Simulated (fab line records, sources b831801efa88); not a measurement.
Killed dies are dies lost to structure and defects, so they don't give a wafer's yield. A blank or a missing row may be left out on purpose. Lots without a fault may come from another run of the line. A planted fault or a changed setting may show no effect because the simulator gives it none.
Which tool did it? | flow gf180mcu | 6 lots, 18 wafers sampled, at 1 step of a route of 602

WHAT THE GAUGES READ, wafer by wafer
GF_V3_CD_MEAS_14: target cd 260 nm.
lot  | measured     | on        | cd_nm (nm)
L167 | day 23 02:10 | cd_sem-02 | 259.8 257.6 260.0
L169 | day 24 02:26 | cd_sem-02 | 259.8 256.7 259.3
L173 | day 25 07:23 | cd_sem-02 | 261.5 261.0 260.8
L180 | day 27 14:53 | cd_sem-02 | 261.1 260.7 261.7
L183 | day 28 10:11 | cd_sem-02 | 257.5 259.3 261.2
L186 | day 29 06:40 | cd_sem-02 | 259.9 259.9 260.0

WHICH TOOL RAN EACH LOT (tool, then ch and the chambers of the sampled wafers, then the start)
The record holds no process step before these readings.

THE ANSWER, worked out from the rows above alone
Rule: what is usual is taken from the lots themselves. Put in order of their means at a reading, lots are off if they are a third of the lots or fewer, leave a main group of 4 or more, and stand apart from it by a gap of 3 or more times the standard deviation of the main group's means; of several such gaps the widest counts. A main group whose means are all the same, to the digits that the tables above print for the reading, isn't used. A lot without any number at a reading at which 4 lots or more have one is off too. The other lots that the step has rows for count as sound.
No lot is off at any reading shown: from this, nothing can be told.

WHAT THE SIMULATOR HAD PUT IN
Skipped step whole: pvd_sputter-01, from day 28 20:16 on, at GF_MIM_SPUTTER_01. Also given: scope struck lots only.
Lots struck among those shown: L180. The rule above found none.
